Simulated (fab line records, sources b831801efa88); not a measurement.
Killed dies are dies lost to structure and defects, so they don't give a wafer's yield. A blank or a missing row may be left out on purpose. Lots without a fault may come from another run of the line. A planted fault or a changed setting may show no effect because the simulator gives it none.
A struck lot beside a sound one | flow sky130 | 15 steps out of a route of 708
Sound: wafers L826.1, L826.2, L826.4. Struck: wafers L822.3, L822.5, L822.6. The cause comes at the end.
At each step with rows: each side's tool, then ch and its chambers, then its first start. Under that, the readings that differ: sound wafers | struck wafers | difference of the means | sigmas: that difference in standard deviations of wafers without a fault.
alike: readings whose means differ by less than 2 such deviations, and words and numbers that are the same on both sides. not compared: withheld readings, readings that some wafer has no value for, bounds like >300 that may hide the same value, and numbers for which the record gives no deviation and whose values overlap.
The two part at a step that has a row with sigmas, a row that says differs or no value, or rows on one side only. Numbers that don't overlap but have no deviation are shown without sigmas and don't part them. A reading that every wafer of one side lacks parts them only if that side has two wafers or more.

first, 6 steps without rows for these wafers: SKY_DNWELL_COAT_02 (resist thk 3000 nm); SKY_DNWELL_SOFTBAKE_03; SKY_DNWELL_EXPOSE_04 (exposes mask DNM, target cd 3000 nm); SKY_DNWELL_PEB_05; SKY_DNWELL_DEVELOP_06 (develop time 60 s); SKY_DNWELL_IMPLANT_07.
SKY_DNWELL_STRIP_08: strips in O2/N2.
  sound on plasma_asher-04 ch 0,1, day 6 02:44; struck on plasma_asher-01 ch 0,1, day 5 02:34
  reading                        | sound                | struck               | difference | sigmas
  chamber_pressure_mTorr (mTorr) | 1500.2 1501.9 1502.6 | 1496.5 1499.7 1498.0 | -3.5       | -3
  alike: drypump_motor_current_A, oes_product_au, strip_time_to_endpoint_s
  not compared: rf_hours_counter_h
SKY_DNWELL_TW_MEAS_09:
  sound on film_metro-02, day 6 02:50; struck on film_metro-01, day 5 02:40
  alike: DNWELL_TW
then, 4 steps without rows for these wafers: SKY_PWDE_DEHYDRATE_00 (time 60 s); SKY_PWDE_HMDS_01 (prime time 60 s); SKY_PWDE_COAT_02 (resist thk 3000 nm); SKY_PWDE_SOFTBAKE_03.
SKY_PWDE_EXPOSE_04: exposes mask PWDEM, target cd 840 nm.
  sound on iline_stepper-02 ch 0, day 6 11:32; struck on iline_stepper-01 ch 0, day 5 10:52
  reading | sound                   | struck                           | difference | sigmas
  mask    | PWDEM#0 PWDEM#0 PWDEM#0 | PWDEM_R1#0 PWDEM_R1#0 PWDEM_R1#0 | differs    |
then, 1 step without rows for these wafers: SKY_PWDE_PEB_05.
-- the record jumps here: 42 days lie between the struck wafers' starts before and after (it left off in module PWDE and takes up again in module PAD_OPEN, whose first step shown is number 708 of the route) --
SKY_PAD_OPEN_PROBE_99:
  sound on prober-01, day 48 15:59; struck on prober-01, day 47 18:07
  reading                                   | sound           | struck            | difference | sigmas
  model.etest.res_p_drift_20v.width_nm (nm) | 841 840.6 842.8 | 888.7 891.2 887.7 | +47.7      |
  alike: killed_at_M0_to_M3, killed_at_M4_up, killed_at_contacts, killed_at_front_end, killed_at_other, killed_dies, killed_open, killed_short

WHERE THEY PART
First at SKY_DNWELL_STRIP_08; last, within this record, at SKY_PWDE_EXPOSE_04. Later steps at which nothing parts them and some readings are alike: SKY_PAD_OPEN_PROBE_99.

WHY: what the simulator had put in
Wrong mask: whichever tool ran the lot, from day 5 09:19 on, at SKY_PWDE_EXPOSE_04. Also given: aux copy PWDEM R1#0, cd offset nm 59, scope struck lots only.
